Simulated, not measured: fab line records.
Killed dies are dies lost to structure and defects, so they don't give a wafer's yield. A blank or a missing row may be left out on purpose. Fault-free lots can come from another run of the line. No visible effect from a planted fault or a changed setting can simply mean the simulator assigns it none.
What tool caused it? || flow gf180mcu || 14 lots with 40 wafers sampled at 4 steps, on a route of 602 steps

== WHAT THE GAUGES SHOWED, per wafer ==
GF_TOP_METAL_OVL_MEAS_15. Usual: TOP_METAL_OVL typically reads 0.4 nm, with standard deviation 1.4.
{"lot": "L250", "measured": "day 28 05:32", "on": "overlay-02", "TOP_METAL_OVL (nm)": "-0.3 -0.5 -0.4", "flag": ""}
{"lot": "L251", "measured": "day 28 12:50", "on": "overlay-01", "TOP_METAL_OVL (nm)": "-0.8 1.6 -1.8", "flag": ""}
{"lot": "L252", "measured": "day 28 22:55", "on": "overlay-02", "TOP_METAL_OVL (nm)": "-0.8 -1.8 -2.3", "flag": ""}
{"lot": "L257", "measured": "day 30 00:20", "on": "overlay-02", "TOP_METAL_OVL (nm)": 1.1, "flag": ""}
{"lot": "L258", "measured": "day 30 11:02", "on": "overlay-02", "TOP_METAL_OVL (nm)": "1.0 1.8 1.8", "flag": ""}
{"lot": "L265", "measured": "day 32 05:28", "on": "overlay-01", "TOP_METAL_OVL (nm)": "-0.7 -0.2 2.3", "flag": ""}
{"lot": "L266", "measured": "day 32 08:37", "on": "overlay-02", "TOP_METAL_OVL (nm)": "2.1 1.8 -0.3", "flag": ""}
{"lot": "L267", "measured": "day 32 21:02", "on": "overlay-02", "TOP_METAL_OVL (nm)": "0.4 -2.4 -2.7", "flag": ""}
{"lot": "L268", "measured": "day 33 02:13", "on": "overlay-01", "TOP_METAL_OVL (nm)": "0.6 1.4 -0.8", "flag": ""}
{"lot": "L269", "measured": "day 33 08:26", "on": "overlay-01", "TOP_METAL_OVL (nm)": "2.0 1.0 1.4", "flag": ""}
{"lot": "L270", "measured": "day 33 19:19", "on": "overlay-02", "TOP_METAL_OVL (nm)": "1.8 1.3 0.7", "flag": ""}
{"lot": "L272", "measured": "day 34 02:44", "on": "overlay-01", "TOP_METAL_OVL (nm)": "-1.1 -0.4 0.2", "flag": ""}
{"lot": "L271", "measured": "day 34 04:34", "on": "overlay-01", "TOP_METAL_OVL (nm)": "1.0 0.1 0.0", "flag": ""}
{"lot": "L273", "measured": "day 34 11:11", "on": "overlay-02", "TOP_METAL_OVL (nm)": "-1.1 1.1 -0.1", "flag": ""}

GF_PASSIVATION_THK_MEAS_03. Usual: PASSIVATION_CVD_02_THK typically reads 702 nm, with standard deviation 8.5.
{"lot": "L250", "measured": "day 28 07:03", "on": "film metro-03", "PASSIVATION_CVD_02_THK (nm)": "687 704 711", "flag": ""}
{"lot": "L251", "measured": "day 28 14:07", "on": "film metro-03", "PASSIVATION_CVD_02_THK (nm)": "690 708 710", "flag": ""}
{"lot": "L252", "measured": "day 29 00:06", "on": "film metro-04", "PASSIVATION_CVD_02_THK (nm)": "688 693 708", "flag": ""}
{"lot": "L257", "measured": "day 30 01:34", "on": "film metro-04", "PASSIVATION_CVD_02_THK (nm)": 703, "flag": ""}
{"lot": "L258", "measured": "day 30 12:18", "on": "film metro-03", "PASSIVATION_CVD_02_THK (nm)": "699 710 694", "flag": ""}
{"lot": "L265", "measured": "day 32 06:49", "on": "film metro-04", "PASSIVATION_CVD_02_THK (nm)": "692 676 692", "flag": ""}
{"lot": "L266", "measured": "day 32 09:58", "on": "film metro-04", "PASSIVATION_CVD_02_THK (nm)": "694 712 711", "flag": ""}
{"lot": "L267", "measured": "day 32 22:36", "on": "film metro-03", "PASSIVATION_CVD_02_THK (nm)": "699 707 709", "flag": ""}
{"lot": "L268", "measured": "day 33 03:44", "on": "film metro-04", "PASSIVATION_CVD_02_THK (nm)": "700 712 705", "flag": ""}
{"lot": "L269", "measured": "day 33 09:48", "on": "film metro-03", "PASSIVATION_CVD_02_THK (nm)": "700 710 717", "flag": ""}
{"lot": "L270", "measured": "day 33 20:32", "on": "film metro-03", "PASSIVATION_CVD_02_THK (nm)": "700 699 699", "flag": ""}
{"lot": "L272", "measured": "day 34 04:00", "on": "film metro-01", "PASSIVATION_CVD_02_THK (nm)": "691 683 712", "flag": ""}
{"lot": "L271", "measured": "day 34 06:00", "on": "film metro-03", "PASSIVATION_CVD_02_THK (nm)": "697 697 715", "flag": ""}
{"lot": "L273", "measured": "day 34 12:23", "on": "film metro-04", "PASSIVATION_CVD_02_THK (nm)": "696 692 708", "flag": ""}

GF_PASSIVATION_BOW_MEAS_14. Usual: PASSIVATION_BOW typically reads 133 um, with standard deviation 11.
{"lot": "L250", "measured": "day 29 05:41", "on": "film metro-01", "PASSIVATION_BOW (um)": "123 118 126", "flag": ""}
{"lot": "L251", "measured": "day 29 11:52", "on": "film metro-01", "PASSIVATION_BOW (um)": "127 119 117", "flag": ""}
{"lot": "L252", "measured": "day 29 21:18", "on": "film metro-04", "PASSIVATION_BOW (um)": "134 139 140", "flag": ""}
{"lot": "L257", "measured": "day 30 21:40", "on": "film metro-04", "PASSIVATION_BOW (um)": 131, "flag": ""}
{"lot": "L258", "measured": "day 31 07:33", "on": "film metro-04", "PASSIVATION_BOW (um)": "125 141 137", "flag": ""}
{"lot": "L265", "measured": "day 33 00:41", "on": "film metro-01", "PASSIVATION_BOW (um)": "133 132 115", "flag": ""}
{"lot": "L266", "measured": "day 33 03:28", "on": "film metro-04", "PASSIVATION_BOW (um)": "142 134 140", "flag": ""}
{"lot": "L267", "measured": "day 33 15:05", "on": "film metro-03", "PASSIVATION_BOW (um)": "122 122 128", "flag": ""}
{"lot": "L268", "measured": "day 33 20:52", "on": "film metro-03", "PASSIVATION_BOW (um)": "140 138 130", "flag": ""}
{"lot": "L269", "measured": "day 34 03:05", "on": "film metro-03", "PASSIVATION_BOW (um)": "128 142 146", "flag": ""}
{"lot": "L270", "measured": "day 34 13:41", "on": "film metro-03", "PASSIVATION_BOW (um)": "147 149 149", "flag": ""}
{"lot": "L272", "measured": "day 34 20:43", "on": "film metro-03", "PASSIVATION_BOW (um)": "133 124 128", "flag": ""}
{"lot": "L271", "measured": "day 34 22:07", "on": "film metro-01", "PASSIVATION_BOW (um)": "138 119 141", "flag": ""}
{"lot": "L273", "measured": "day 35 04:37", "on": "film metro-03", "PASSIVATION_BOW (um)": "135 133 138", "flag": ""}

== EACH LOT AND THE TOOL THAT RAN IT (in order: tool; ch and the chambers of the sampled wafers; start) ==
{"lot": "L250", "GF_M4_SPUTTER_03": "pvd sputter-04, day 22 13:59"}
{"lot": "L251", "GF_M4_SPUTTER_03": "pvd sputter-01, day 22 20:50"}
{"lot": "L252", "GF_M4_SPUTTER_03": "pvd sputter-03, day 23 08:18"}
{"lot": "L257", "GF_M4_SPUTTER_03": "pvd sputter-03, day 24 14:16"}
{"lot": "L258", "GF_M4_SPUTTER_03": "pvd sputter-03, day 25 02:20"}
{"lot": "L265", "GF_M4_SPUTTER_03": "pvd sputter-04, day 27 07:35"}
{"lot": "L266", "GF_M4_SPUTTER_03": "pvd sputter-04, day 27 12:41"}
{"lot": "L267", "GF_M4_SPUTTER_03": "pvd sputter-04, day 28 02:29"}
{"lot": "L268", "GF_M4_SPUTTER_03": "pvd sputter-03, day 28 10:35"}
{"lot": "L269", "GF_M4_SPUTTER_03": "pvd sputter-01, day 28 16:10"}
{"lot": "L270", "GF_M4_SPUTTER_03": "pvd sputter-01, day 29 06:21"}
{"lot": "L272", "GF_M4_SPUTTER_03": "pvd sputter-04, day 29 16:31"}
{"lot": "L271", "GF_M4_SPUTTER_03": "pvd sputter-04, day 29 18:14"}
{"lot": "L273", "GF_M4_SPUTTER_03": "pvd sputter-03, day 29 23:24"}
- GF_M4_SPUTTER_03: material Ti, target thk 10 nm, time 6.7 s.

== WHAT THE TOOLS THEMSELVES READ (means of the sampled wafers that have a number; where no wafer has one, the mark that the record gives instead) ==
GF_M4_SPUTTER_03. Usual: throttle valve pct 29.8 %, standard deviation 1.4.
{"lot": "L250", "tool": "pvd sputter-04", "throttle valve pct (%)": 28.8, "flag": ""}
{"lot": "L251", "tool": "pvd sputter-01", "throttle valve pct (%)": 30.2, "flag": ""}
{"lot": "L252", "tool": "pvd sputter-03", "throttle valve pct (%)": 30.6, "flag": ""}
{"lot": "L257", "tool": "pvd sputter-03", "throttle valve pct (%)": 30.5, "flag": ""}
{"lot": "L258", "tool": "pvd sputter-03", "throttle valve pct (%)": 30.0, "flag": ""}
{"lot": "L265", "tool": "pvd sputter-04", "throttle valve pct (%)": 29.0, "flag": ""}
{"lot": "L266", "tool": "pvd sputter-04", "throttle valve pct (%)": 28.3, "flag": ""}
{"lot": "L267", "tool": "pvd sputter-04", "throttle valve pct (%)": 29.6, "flag": ""}
{"lot": "L268", "tool": "pvd sputter-03", "throttle valve pct (%)": 30.2, "flag": ""}
{"lot": "L269", "tool": "pvd sputter-01", "throttle valve pct (%)": 29.5, "flag": ""}
{"lot": "L270", "tool": "pvd sputter-01", "throttle valve pct (%)": 30.8, "flag": ""}
{"lot": "L272", "tool": "pvd sputter-04", "throttle valve pct (%)": 28.9, "flag": ""}
{"lot": "L271", "tool": "pvd sputter-04", "throttle valve pct (%)": 28.9, "flag": ""}
{"lot": "L273", "tool": "pvd sputter-03", "throttle valve pct (%)": 29.6, "flag": ""}

== THE ANSWER, worked out from the rows above alone ==
Rule: a lot is off if the mean of its wafers that have a number lies more than 3 standard deviations from the usual mean. Also off: a lot with no number at a reading for which 4 or more lots have one. Where the step has rows for the other lots, those lots are counted as sound. The gauges are gone through in route order, then the tools' own readings, and for those a lot's mean is taken as printed above. At the first step where some lot is off, the reading lying furthest off is the one used; lots without a number count as furthest.
Nothing can be told from this: no lot is off at any reading shown.

== WHAT THE SIMULATOR HAD PUT IN ==
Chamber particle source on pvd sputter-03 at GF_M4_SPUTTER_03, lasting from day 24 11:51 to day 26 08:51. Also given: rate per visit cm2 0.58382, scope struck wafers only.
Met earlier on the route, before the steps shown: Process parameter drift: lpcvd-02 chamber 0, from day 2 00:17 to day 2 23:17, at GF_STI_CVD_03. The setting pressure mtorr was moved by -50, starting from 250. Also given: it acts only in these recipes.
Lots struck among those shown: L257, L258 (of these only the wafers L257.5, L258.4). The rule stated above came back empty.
